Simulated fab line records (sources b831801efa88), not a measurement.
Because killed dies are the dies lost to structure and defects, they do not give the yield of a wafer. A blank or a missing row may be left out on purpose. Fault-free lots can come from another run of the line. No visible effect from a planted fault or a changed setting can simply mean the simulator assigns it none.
fab line records	flow sky130
record: lots: 11	wafers: 33	last_day: 50
route steps=708 shown SPACER@305 SD_P@327 SD_N@351 PAD_OPEN@708
lots untouched by any fault: they come from a run of this same line in which no faults occurred
start_h: hours from the record's opening day to when the first of the lot's shown wafers began	wait_h: time in hours since the lot's previous step	" repeats the value in the row above	L1.1+2: a single row standing in for several wafers	- no value present, or no start provided	* or withheld: withheld	< > ~ a bound
route shown NAME@n: a module of which the file shows steps, and the number in the route of the first	usual: mean/standard deviation of fault-free wafers	same: alike in all rows	chamber/n: place in a boat	sites: each site's reading	_std_site: standard deviation across them	_edge_site: the outer-site mean with the inner-site mean subtracted	radius_mm: for every site, how far away it sits from the centre of the wafer	mask NAME#n: copy n	behind: the most recent tool/chamber to have shaped the wafer	hold: cause of the lot's hold/its duration in hours/its outcome	device: whichever transistor did not switch (one of n, p or np)	end of line: the route-end tests of the same wafers	a step given without rows: its recipe and nothing more	killed: count of dies lost to structure and defects at first sort (not the wafer's yield)	map: the dies of a wafer, with x for killed, . for not killed, _ for no die there
set.NAME: the setting the step ran with; set.NAME@STEP: the setting that earlier step ran with	model.NAME: the simulator's own value behind a step, which no gauge read
route steps across a sampled set of lots; one table per step, one row per wafer
services: when a tool's chamber went out of use (start_h, in hours from the record's first day, below 0 if earlier), for how many hours, and the reason
== steps ==
step: SKY_SPACER_THK_MEAS_01
recipe: reads: Si3N4_of_SPACER_CVD_00
usual: SPACER_CVD_00_THK: 43.2/0.39
lot.wafer	tool	chamber	start_h	wait_h	SPACER_CVD_00_THK[nm]
L855.1	film_metro-02	-	523.71	0.0	43.7
L855.5	"	-	"	"	43.6
L855.6	"	-	"	"	43.3
L857.1	film_metro-01	-	547.89	0.0	43.6
L857.2	"	-	"	"	43.3
L857.4	"	-	"	"	44.1
L862.2	film_metro-04	-	585.47	0.0	43.0
L862.5	"	-	"	"	43.0
L862.6	"	-	"	"	43.3
L865.3	film_metro-02	-	612.83	0.0	43.5
L865.5	"	-	"	"	43.6
L865.6	"	-	"	"	43.8
L868.2	film_metro-04	-	641.41	0.0	42.6
L868.5	"	-	"	"	42.3
L868.6	"	-	"	"	42.6
L869.1	film_metro-04	-	648.11	0.0	43.8
L869.2	"	-	"	"	43.9
L869.5	"	-	"	"	43.6
L870.2	film_metro-02	-	697.47	0.0	42.3
L870.3	"	-	"	"	42.3
L870.5	"	-	"	"	42.1
L871.3	film_metro-02	-	698.69	0.0	42.7
L871.4	"	-	"	"	43.0
L871.6	"	-	"	"	43.2
L874.1	film_metro-04	-	701.23	0.0	43.0
L874.2	"	-	"	"	43.1
L874.3	"	-	"	"	43.2
L875.2	film_metro-02	-	705.32	0.0	43.1
L875.4	"	-	"	"	43.1
L875.6	"	-	"	"	42.8
L877.2	film_metro-02	-	708.01	0.0	43.3
L877.3	"	-	"	"	43.3
L877.5	"	-	"	"	43.2
step: SKY_SD_P_CD_MEAS_07
recipe: target_cd_nm: 380
usual: cd_nm: 380/3.1
lot.wafer	tool	chamber	start_h	wait_h	cd_nm
L855.1	cd_sem-02	-	583.56	0.1	378
L855.5	"	-	"	"	376
L855.6	"	-	"	"	379
L857.1	cd_sem-02	-	606.70	0.1	379
L857.2	"	-	"	"	379
L857.4	"	-	"	"	379
L862.2	cd_sem-01	-	642.82	0.1	379
L862.5	"	-	"	"	381
L862.6	"	-	"	"	381
L865.3	cd_sem-02	-	670.68	0.2	377
L865.5	"	-	"	"	378
L865.6	"	-	"	"	378
L868.2	cd_sem-02	-	697.72	0.1	383
L868.5	"	-	"	"	384
L868.6	"	-	"	"	383
L869.1	cd_sem-02	-	703.85	0.1	379
L869.2	"	-	"	"	377
L869.5	"	-	"	"	379
L870.2	cd_sem-02	-	751.48	0.1	376
L870.3	"	-	"	"	376
L870.5	"	-	"	"	377
L871.3	cd_sem-01	-	753.69	0.1	386
L871.4	"	-	"	"	385
L871.6	"	-	"	"	382
L874.1	cd_sem-02	-	755.90	0.1	382
L874.2	"	-	"	"	382
L874.3	"	-	"	"	382
L875.2	cd_sem-02	-	760.17	0.1	380
L875.4	"	-	"	"	375
L875.6	"	-	"	"	379
L877.2	cd_sem-02	-	762.33	0.1	382
L877.3	"	-	"	"	384
L877.5	"	-	"	"	379
step: SKY_SD_N_IMPLANT_09
recipe: species: As	energy_kev: 50	dose_cm2: 4e+15	tilt_deg: 0
usual: beam_on_s: 16.2/2	dose_ions_cm2: 4e+15/4.8e+12
same: implant_ion_amu: 75
lot.wafer	tool	chamber	start_h	wait_h	beam_on_s	dose_ions_cm2
L855.1	implanter-01	0	642.06	0.0	18.9	4e+15
L855.5	"	0	"	"	18.6	3.995e+15
L855.6	"	0	"	"	19.0	4.011e+15
L857.1	implanter-03	0	664.57	0.0	14.5	4.006e+15
L857.2	"	0	"	"	14.0	4.005e+15
L857.4	"	0	"	"	14.8	4.007e+15
L862.2	implanter-03	0	699.24	0.0	24.7	6.721e+15
L862.5	"	0	"	"	24.1	6.728e+15
L862.6	"	0	"	"	24.5	6.722e+15
L865.3	implanter-03	0	726.32	0.1	24.4	6.729e+15
L865.5	"	0	"	"	24.8	6.728e+15
L865.6	"	0	"	"	24.3	6.721e+15
L868.2	implanter-04	0	752.68	0.0	15.2	3.992e+15
L868.5	"	0	"	"	15.3	3.995e+15
L868.6	"	0	"	"	15.0	4.001e+15
L869.1	implanter-01	0	758.81	0.0	19.7	4e+15
L869.2	"	0	"	"	18.6	3.996e+15
L869.5	"	0	"	"	18.6	3.999e+15
L870.2	implanter-03	0	805.23	0.0	15.0	4e+15
L870.3	"	0	"	"	14.6	4e+15
L870.5	"	0	"	"	14.7	4.002e+15
L871.3	implanter-01	0	805.91	0.1	18.9	3.997e+15
L871.4	"	0	"	"	19.0	3.999e+15
L871.6	"	0	"	"	18.9	3.996e+15
L874.1	implanter-03	0	809.47	0.0	14.4	4.004e+15
L874.2	"	0	"	"	14.4	4.005e+15
L874.3	"	0	"	"	15.0	3.999e+15
L875.2	implanter-03	0	812.94	0.0	14.5	3.998e+15
L875.4	"	0	"	"	14.8	3.995e+15
L875.6	"	0	"	"	14.3	4.001e+15
L877.2	implanter-03	0	815.74	0.0	14.1	3.993e+15
L877.3	"	0	"	"	14.5	3.998e+15
L877.5	"	0	"	"	15.4	4e+15
step: SKY_SD_N_STRIP_11
recipe: chemistry: O2/N2	power_w: 1400	pressure_mtorr: 1500	platen_temp_c: withheld	o2_flow_sccm: 3000	n2_flow_sccm: 300	overash_fraction: 0.5
usual: chamber_pressure_mTorr: 1500.1/1.4	drypump_motor_current_A: 5.54/0.19	oes_product_au: 0.528/0.0046	strip_time_to_endpoint_s: 22.56/0.042
lot.wafer	tool	chamber	start_h	wait_h	chamber_pressure_mTorr	drypump_motor_current_A	oes_product_au	rf_hours_counter_h	strip_time_to_endpoint_s
L855.1	plasma_asher-04	1	642.36	0.1	1499.9	5.44	0.524	53	22.58
L855.5	"	0	"	"	1500.6	5.59	0.525	-	22.54
L855.6	"	1	"	"	1499.6	5.44	0.520	-	22.54
L857.1	plasma_asher-02	1	664.87	0.1	1501.1	5.52	0.531	83	22.51
L857.2	"	0	"	"	1498.0	5.89	0.526	83	22.53
L857.4	"	0	"	"	1498.2	5.91	0.525	-	22.49
L862.2	plasma_asher-04	0	699.52	0.1	1498.9	5.59	0.509	58	23.66
L862.5	"	1	"	"	1498.4	5.44	0.517	-	23.67
L862.6	"	0	"	"	1501.9	5.59	0.524	-	23.64
L865.3	plasma_asher-02	0	726.60	0.1	1502.1	5.84	0.514	-	23.63
L865.5	"	1	"	"	1500.5	5.51	0.512	-	23.66
L865.6	"	0	"	"	1500.4	5.87	0.516	-	23.69
L868.2	plasma_asher-02	1	752.96	0.1	1501.5	5.55	0.521	93	22.58
L868.5	"	1	"	"	1500.8	5.54	0.528	-	22.56
L868.6	"	0	"	"	1501.5	5.83	0.525	-	22.53
L869.1	plasma_asher-02	0	759.11	0.1	1502.5	5.82	0.525	94	22.60
L869.2	"	1	"	"	1500.7	5.55	0.516	94	22.62
L869.5	"	1	"	"	1501.1	5.55	0.529	-	22.61
L870.2	plasma_asher-02	1	805.51	0.1	1501.0	5.56	0.520	98	22.47
L870.3	"	0	"	"	1498.7	5.86	0.524	-	22.49
L870.5	"	1	"	"	1499.6	5.54	0.530	-	22.49
L871.3	plasma_asher-04	1	806.19	0.1	1499.4	5.41	0.537	-	22.59
L871.4	"	0	"	"	1500.2	5.57	0.531	-	22.58
L871.6	"	1	"	"	1500.7	5.42	0.522	-	22.62
L874.1	plasma_asher-02	1	809.77	0.1	1499.0	5.56	0.523	99	22.58
L874.2	"	0	"	"	1500.2	5.81	0.521	99	22.62
L874.3	"	1	"	"	1498.4	5.57	0.532	-	22.60
L875.2	plasma_asher-04	1	813.22	0.1	1502.1	5.41	0.527	69	22.53
L875.4	"	1	"	"	1502.1	5.41	0.529	-	22.54
L875.6	"	0	"	"	1499.0	5.62	0.518	-	22.56
L877.2	plasma_asher-04	1	816.02	0.1	1499.7	5.41	0.529	69	22.52
L877.3	"	0	"	"	1499.1	5.59	0.528	-	22.53
L877.5	"	1	"	"	1498.9	5.44	0.524	-	22.52
step: SKY_SD_N_RTA_14
recipe: temp_c: 1075	time_s: 2	idle_temp_c: 650	ramp_up_c_per_s: 150	ramp_down_c_per_s: 90	ambient: N2
usual: lamp_power_pct: 15.73/0.059	wafer_temp_C_max: 1078.2/1.4
lot.wafer	tool	chamber	start_h	wait_h	lamp_power_pct	wafer_temp_C_max
L855.1	rtp_anneal-02	0	642.57	0.0	15.77	1077.7
L855.5	"	0	"	"	15.81	1079.8
L855.6	"	0	"	"	15.72	1078.2
L857.1	rtp_anneal-02	0	665.08	0.0	15.75	1076.2
L857.2	"	0	"	"	15.77	1076.7
L857.4	"	0	"	"	15.68	1079.7
L862.2	rtp_anneal-01	0	699.74	0.0	15.66	1078.2
L862.5	"	0	"	"	15.60	1076.7
L862.6	"	0	"	"	15.72	1077.7
L865.3	rtp_anneal-02	0	726.80	0.0	15.70	1076.3
L865.5	"	0	"	"	15.80	1079.8
L865.6	"	0	"	"	15.78	1077.4
L868.2	rtp_anneal-01	0	753.18	0.0	15.74	1080.3
L868.5	"	0	"	"	15.79	1077.9
L868.6	"	0	"	"	15.75	1078.1
L869.1	rtp_anneal-02	0	759.32	0.0	15.67	1079.5
L869.2	"	0	"	"	15.71	1080.7
L869.5	"	0	"	"	15.88	1079.9
L870.2	rtp_anneal-01	0	805.73	0.0	15.68	1079.1
L870.3	"	0	"	"	15.76	1076.5
L870.5	"	0	"	"	15.75	1077.1
L871.3	rtp_anneal-02	0	806.39	0.0	15.70	1076.6
L871.4	"	0	"	"	15.74	1077.5
L871.6	"	0	"	"	15.82	1080.1
L874.1	rtp_anneal-02	0	810.03	0.0	15.65	1078.9
L874.2	"	0	"	"	15.80	1078.6
L874.3	"	0	"	"	15.74	1077.3
L875.2	rtp_anneal-01	0	813.44	0.0	15.67	1074.9
L875.4	"	0	"	"	15.77	1078.7
L875.6	"	0	"	"	15.74	1080.6
L877.2	rtp_anneal-02	0	816.24	0.0	15.72	1078.2
L877.3	"	0	"	"	15.75	1078.6
L877.5	"	0	"	"	15.84	1078.2
step: SKY_SD_N_RS_MEAS_16
recipe: thk_meas_gauge: four-point-probe
usual: SD_N_RS: 68.53/0.15
lot.wafer	tool	chamber	start_h	wait_h	SD_N_RS[ohm/sq]
L855.1	film_metro-01	-	642.74	0.1	68.34
L855.5	"	-	"	"	68.54
L855.6	"	-	"	"	68.55
L857.1	film_metro-03	-	665.25	0.1	68.31
L857.2	"	-	"	"	68.32
L857.4	"	-	"	"	68.39
L862.2	film_metro-01	-	699.92	0.1	64.93
L862.5	"	-	"	"	65.08
L862.6	"	-	"	"	64.92
L865.3	film_metro-03	-	727.00	0.1	64.65
L865.5	"	-	"	"	64.70
L865.6	"	-	"	"	64.58
L868.2	film_metro-04	-	753.36	0.1	68.60
L868.5	"	-	"	"	68.57
L868.6	"	-	"	"	68.65
L869.1	film_metro-03	-	759.49	0.1	68.41
L869.2	"	-	"	"	68.49
L869.5	"	-	"	"	68.57
L870.2	film_metro-03	-	805.91	0.1	68.46
L870.3	"	-	"	"	68.47
L870.5	"	-	"	"	68.43
L871.3	film_metro-04	-	806.58	0.1	68.69
L871.4	"	-	"	"	68.66
L871.6	"	-	"	"	68.71
L874.1	film_metro-04	-	810.20	0.1	68.84
L874.2	"	-	"	"	68.73
L874.3	"	-	"	"	68.67
L875.2	film_metro-01	-	813.62	0.1	68.60
L875.4	"	-	"	"	68.58
L875.6	"	-	"	"	68.66
L877.2	film_metro-01	-	816.42	0.1	68.87
L877.3	"	-	"	"	68.56
L877.5	"	-	"	"	68.62
step: SKY_PAD_OPEN_PROBE_99
usual: killed_at_M0_to_M3: 42/6.3	killed_at_M4_up: 3.2/1.9	killed_at_contacts: 24/5.8	killed_at_front_end: 15/4.3	killed_at_other: 0.2/0.62	killed_dies: 85/9.3	killed_open: 46/6.8	killed_short: 38/6.1
same: gross_dies: 492	killed_at_back_side: 0
lot.wafer	tool	chamber	start_h	wait_h	killed_at_M0_to_M3	killed_at_M4_up	killed_at_contacts	killed_at_front_end	killed_at_other	killed_dies	killed_open	killed_short
L868.2	prober-01	-	1146.43	0.1	49	2	22	13	0	86	48	38
L868.5	prober-01	-	1146.58	0.2	42	3	22	22	0	89	46	43
L868.6	prober-01	-	1146.63	0.2	39	4	20	14	0	77	42	35
L869.1	prober-02	-	1148.54	0.1	46	4	15	13	0	78	42	36
L869.2	prober-02	-	1148.59	0.1	40	8	19	13	0	80	45	35
L869.5	prober-02	-	1148.74	0.2	38	3	20	11	0	72	39	33
L870.2	prober-01	-	1177.44	0.1	49	0	24	14	0	87	42	43
L870.3	prober-01	-	1177.49	0.2	49	2	22	26	0	99	55	44
L870.5	prober-01	-	1177.59	0.2	51	0	28	18	0	97	56	40
L871.3	prober-02	-	1178.80	0.2	39	4	19	13	0	75	37	37
L871.4	prober-02	-	1178.85	0.2	38	4	25	9	0	76	41	35
L871.6	prober-02	-	1178.95	0.2	50	3	26	14	0	93	52	40
killed by level:class
L868.2 CONTACT:geometric_particle:open=11 VIA1:geometric_particle:open=10 VIA1:geometric_particle:short=9 VIA2:geometric_particle:open=9 LI_CONTACT:geometric_particle:open=5 METAL1:geometric_particle:short=5 VIA3:geometric_particle:open=5 POLY_GATE:geometric_particle:open=4
L868.5 FIELD_ISO:geometric_particle:short=11 VIA1:geometric_particle:open=11 VIA3:geometric_particle:open=8 VIA2:geometric_particle:open=7 LOCAL_INTERCONNECT:geometric_particle:short=6 LI_CONTACT:geometric_particle:open=5 CONTACT:geometric_particle:open=5 VIA1:geometric_particle:short=5
L868.6 VIA1:geometric_particle:open=14 CONTACT:geometric_particle:open=8 METAL1:geometric_particle:short=5 FIELD_ISO:geometric_particle:open=4 POLY_GATE:geometric_particle:open=4 LI_CONTACT:geometric_particle:short=4 CONTACT:geometric_particle:short=4 VIA1:geometric_particle:short=4
L869.1 VIA3:geometric_particle:open=8 VIA1:geometric_particle:open=7 METAL2:geometric_particle:short=7 METAL1:geometric_particle:short=6 VIA2:geometric_particle:open=6 LI_CONTACT:geometric_particle:open=5 FIELD_ISO:geometric_particle:open=4 CONTACT:geometric_particle:short=4
L869.2 VIA1:geometric_particle:open=14 LI_CONTACT:geometric_particle:open=7 METAL4:geometric_particle:short=6 CONTACT:geometric_particle:open=5 METAL3:geometric_particle:short=5 POLY_GATE:geometric_particle:open=4 VIA1:geometric_particle:short=4 VIA3:geometric_particle:open=4
L869.5 CONTACT:geometric_particle:open=10 VIA3:geometric_particle:open=9 VIA1:geometric_particle:open=7 METAL2:geometric_particle:short=5 VIA1:geometric_particle:short=4 LOCAL_INTERCONNECT:geometric_particle:short=4 METAL1:geometric_particle:short=4 FIELD_ISO:geometric_particle:open=3
L870.2 METAL1:geometric_particle:short=9 VIA1:geometric_particle:open=8 VIA3:geometric_particle:open=8 VIA1:geometric_particle:short=6 LOCAL_INTERCONNECT:geometric_particle:short=6 CONTACT:geometric_particle:open=6 VIA2:geometric_particle:open=6 POLY_GATE:geometric_particle:short=4
L870.3 VIA1:geometric_particle:open=11 FIELD_ISO:geometric_particle:open=8 VIA3:geometric_particle:open=7 CONTACT:geometric_particle:open=7 LI_CONTACT:geometric_particle:open=6 METAL2:geometric_particle:short=6 VIA2:geometric_particle:open=6 CONTACT:geometric_particle:short=5
L870.5 VIA1:geometric_particle:short=14 CONTACT:geometric_particle:open=12 VIA1:geometric_particle:open=11 LI_CONTACT:geometric_particle:open=8 VIA2:geometric_particle:open=8 FIELD_ISO:geometric_particle:open=4 POLY_GATE:geometric_particle:open=4 POLY_GATE:geometric_particle:short=3
L871.3 CONTACT:geometric_particle:open=8 VIA2:geometric_particle:open=7 METAL1:geometric_particle:short=6 METAL2:geometric_particle:short=6 VIA1:geometric_particle:open=6 FIELD_ISO:geometric_particle:short=5 CONTACT:geometric_particle:short=4 VIA3:geometric_particle:open=4
L871.4 LI_CONTACT:geometric_particle:open=8 CONTACT:geometric_particle:open=7 CONTACT:geometric_particle:short=6 VIA1:geometric_particle:open=6 VIA2:geometric_particle:open=6 METAL1:geometric_particle:short=5 VIA3:geometric_particle:open=5 VIA3:geometric_particle:short=4
L871.6 VIA1:geometric_particle:open=14 CONTACT:geometric_particle:open=10 LOCAL_INTERCONNECT:geometric_particle:short=8 VIA2:geometric_particle:open=8 METAL2:geometric_particle:short=7 METAL1:geometric_particle:short=6 VIA1:geometric_particle:short=5 CONTACT:geometric_particle:short=4
== services ==
tool	chamber	start_h	hours	kind
plasma_asher-02	-	624.75	4.5	repair
implanter-03	-	633.38	1.4	repair
implanter-04	-	646.06	3.2	pm
implanter-04	-	666.51	4.7	pm
implanter-03	-	676.75	6.0	repair
implanter-01	-	681.66	0.6	repair
implanter-03	-	702.09	1.7	repair
implanter-03	-	707.23	3.7	pm
implanter-04	-	711.54	5.3	pm
implanter-03	-	716.81	4.4	pm
plasma_asher-04	-	717.00	14.6	pm
implanter-01	-	779.09	5.5	pm
implanter-03	-	798.71	4.1	repair
== key ==
first_sign: step: SKY_SD_N_IMPLANT_09	reading: dose_ions_cm2	direction: up	sigmas: 99+	usual: *	struck: *
effect: step: SKY_SD_N_IMPLANT_09	reading: beam_on_s	direction: up	sigmas: 4.1	usual: 16.2	struck: 24.5
effect: step: SKY_SD_N_STRIP_11	reading: strip_time_to_endpoint_s	direction: up	sigmas: 26	usual: *	struck: *
effect: step: SKY_SD_N_RS_MEAS_16	reading: SD_N_RS	direction: down	sigmas: 25	usual: 68.53	struck: 64.81
met_at SKY_SD_N_IMPLANT_09
struck_lots L862,L865
tester_left_out L862,L865
not_acting_at SKY_SPACER_THK_MEAS_01,SKY_SD_P_CD_MEAS_07,SKY_SD_N_RTA_14
onset_between 664.57 699.24
fault: kind: process_parameter_drift	tool: implanter-03	chamber: -	onset_h: 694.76	steps: SKY_SD_N_IMPLANT_09	channel: dose_cm2	offset: *	shape: step	end_h: 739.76	acts_in: *	stated: *
tester_left_out: of these lots the tester's yield and bins aren't shown, on N5 and GAA mostly nor the transistor test; their killed dies are dies lost to structure and defects alone, not to doping, threshold or leakage, so they don't give the yield
